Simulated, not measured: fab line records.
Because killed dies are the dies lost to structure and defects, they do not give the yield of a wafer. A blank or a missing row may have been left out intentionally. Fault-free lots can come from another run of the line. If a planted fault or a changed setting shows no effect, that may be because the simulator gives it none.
Comparing a struck lot with a sound one || flow sky130 || 16 out of 708 route steps
Sound: the wafers L603.1, L603.4, L603.5. The struck wafers were L601.2, L601.4, L601.6. The cause is named last.
At each step with rows: each side's tool, then ch and its chambers, then its first start. Under that, the readings that differ: sound wafers || struck wafers || difference of the means || sigmas: that difference in standard deviations of wafers without a fault.
alike: readings with means less than 2 such deviations apart, plus words and numbers identical on both sides. not compared: withheld readings, readings lacking a value on some wafer, bounds such as >300 that could conceal the same value, and numbers that have no deviation in the record and whose values overlap.
Wherever a step has rows on one side only, a row that says differs or no value, or a row with sigmas, the two part there. Numbers that don't overlap but have no deviation are shown without sigmas and don't part them. A reading that every wafer of one side lacks parts them only if that side has two wafers or more.

first, 5 steps without rows for these wafers: SKY_POLY_GATE_COAT_08 (resist thk 450 nm); SKY_POLY_GATE_SOFTBAKE_09 (time 90 s); SKY_POLY_GATE_EXPOSE_10 (exposes mask P1M, target cd 150 nm); SKY_POLY_GATE_PEB_11; SKY_POLY_GATE_DEVELOP_12 (develop time 60 s).
SKY_POLY_GATE_CD_MEAS_13: the cd target is 150 nm.
  sound on cd sem-01 at day 22 15:16; struck on cd sem-01 at day 21 21:42
  alike: cd nm
SKY_POLY_GATE_OVL_MEAS_14:
  sound on overlay-02 at day 22 15:23; struck on overlay-02 at day 21 21:49
  alike: POLY_GATE_OVL
SKY_POLY_GATE_ETCH_15: etches BARC in N2/H2, stops on SiO2, time 118.5 s, target depth 110 nm.
  sound on rie diel-04 ch 0,1,3, day 22 15:25; struck on rie diel-04 ch 0,2,3, day 21 21:50
  alike: drypump motor current A, oes product au, throttle valve pct
  not compared: rf hours counter h
SKY_POLY_GATE_ETCH_16: etches Si3N4 in CH3F/O2, stops on poly-Si, time 147.5 s, target depth 75 nm.
  sound on rie diel-04 ch 0,1,3, day 22 15:30; struck on rie diel-04 ch 0,2,3, day 21 21:55
  alike: drypump motor current A, oes product au, throttle valve pct
  not compared: rf hours counter h
SKY_POLY_GATE_ETCH_17: etches poly-Si in HBr/Cl2, stops on SiO2, target depth 180 nm, time 70.5 s.
  sound on rie si-02 ch 1,3, day 22 15:35; struck on rie si-02 ch 0,1,3, day 21 22:01
  alike: drypump motor current A, oes product au, throttle valve pct
  not compared: rf hours counter h
SKY_POLY_GATE_STRIP_18: strips in O2/N2.
  sound on plasma asher-03 ch 0,1, day 22 15:39; struck on plasma asher-03 ch 0,1, day 21 22:05
  alike: drypump motor current A, oes product au, strip time to endpoint s
  not compared: rf hours counter h
then, 1 step without rows for these wafers: SKY_POLY_GATE_CLEAN_19 (cleans in SC1/SC2, time 150 s).
SKY_POLY_GATE_OXIDATION_20: stabilise 600 s, purge 300 s, target thk 4 nm.
  sound on furnace-02 ch 0, day 22 15:48; struck on furnace-01 ch 0, day 21 22:44
{"reading": "spike tc bottom C (C)", "sound": "869.0 868.2 870.7", "struck": "833.8 833.5 832.5", "difference": -36.0, "sigmas": -24}
{"reading": "spike tc centre C (C)", "sound": "851.2 850.1 848.8", "struck": "812.3 811.6 812.1", "difference": -38.0, "sigmas": -38}
{"reading": "spike tc lower C (C)", "sound": "851.8 851.0 852.5", "struck": "812.3 811.2 811.7", "difference": -40.0, "sigmas": -40}
{"reading": "spike tc top C (C)", "sound": "866.6 867.0 866.4", "struck": "827.3 826.5 825.8", "difference": -40.1, "sigmas": -31}
{"reading": "spike tc upper C (C)", "sound": "851.1 850.2 850.9", "struck": "810.6 810.5 811.1", "difference": -40.0, "sigmas": -40}
{"reading": "tube center temp C (C)", "sound": "850 850.09 849.98", "struck": "811.23 811.15 811.25", "difference": -38.81, "sigmas": "-99 or more"}
{"reading": "tube_center_temp_C_max", "sound": "852.2 852.6 852.8", "struck": "813.4 813.5 813.3", "difference": -39.1, "sigmas": "-99 or more"}
{"reading": "zone power lower pct (%)", "sound": "15.77 15.96 15.82", "struck": "14.77 15.04 14.71", "difference": -1.01, "sigmas": -5}
{"reading": "zone power top pct (%)", "sound": "26.5 26.7 26.7", "struck": "24.9 26.0 25.9", "difference": -1.0, "sigmas": -2}
{"reading": "zone power upper pct (%)", "sound": "16.30 15.68 16.35", "struck": "14.48 14.28 14.26", "difference": -1.77, "sigmas": -11}
{"reading": "model.SiO2_of_POLY_GATE_OXIDATION_20.thk nm (nm)", "sound": "3.958 4.016 3.93", "struck": "2.339 2.354 2.371", "difference": -1.613, "sigmas": ""}
SKY_POLY_GATE_THK_MEAS_21:
  sound on film metro-02 at day 22 17:03; struck on film metro-02 at day 22 00:13
{"reading": "POLY_GATE_OXIDATION_THK (nm)", "sound": "3.92 3.99 4.01", "struck": "2.39 2.45 2.39", "difference": -1.56, "sigmas": -20}
  not compared: hold
SKY_POLY_GATE_CD_MEAS_22:
  sound on cd sem-02 at day 22 17:07; struck on cd sem-01 at day 22 02:34
{"reading": "hold", "sound": "- - -", "struck": "await dispo/2.3h/release await dispo/2.3h/release await dispo/2.3h/release", "difference": "no value on the sound wafers", "sigmas": ""}
  alike: cd nm
-- here the record skips 27 days between the struck wafers' starts before and after, leaving off in module POLY_GATE and picking up in module PAD_OPEN (first step shown: number 708 of the route) --
SKY_PAD_OPEN_PROBE_99:
  sound on prober-01 at day 49 17:23; struck on prober-01 at day 49 07:55
{"reading": "model.etest.tip sonos.rs ohm sq", "sound": "2659 2709 2632", "struck": "2439 2452 2439", "difference": -223, "sigmas": ""}
{"reading": "model.etest.tip p.rs ohm sq", "sound": "6961 7005 7007", "struck": "6661 6630 6635", "difference": -349, "sigmas": ""}
{"reading": "model.etest.res pdiff.line ohm um", "sound": "1359 1393 1386", "struck": "1295 1292 1304", "difference": -82, "sigmas": ""}
{"reading": "model.etest.tip n.rs ohm sq", "sound": "437.4 438.9 434.8", "struck": "417.1 417.4 419.2", "difference": -19.1, "sigmas": ""}
{"reading": "model.etest.res pdiff.rs ohm sq", "sound": "201.1 201.5 199.3", "struck": "185.9 187.1 187.6", "difference": -13.8, "sigmas": ""}
{"reading": "model.etest.pfet_01v8.drive ua um", "sound": "192.3 189.8 186", "struck": "209.1 209.3 202.8", "difference": "+17.7", "sigmas": ""}
{"reading": "model.etest.res ndiff.rs ohm sq", "sound": "118.8 118.8 119.5", "struck": "116.6 116.4 116.9", "difference": -2.4, "sigmas": ""}
  alike: killed_at_M0_to_M3, killed_at_M4_up, killed at contacts, killed at front end, killed at other, killed dies, killed open, killed short
  not compared: model.etest.res ndiff.line ohm um

WHERE THEY PART
Earliest at SKY_POLY_GATE_OXIDATION_20; latest, in this record, at SKY_POLY_GATE_CD_MEAS_22. Later steps at which nothing parts them and some readings are alike: SKY_PAD_OPEN_PROBE_99.

WHY: what the simulator had put in
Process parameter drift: furnace-01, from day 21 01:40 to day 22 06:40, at SKY_POLY_GATE_OXIDATION_20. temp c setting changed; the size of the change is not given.
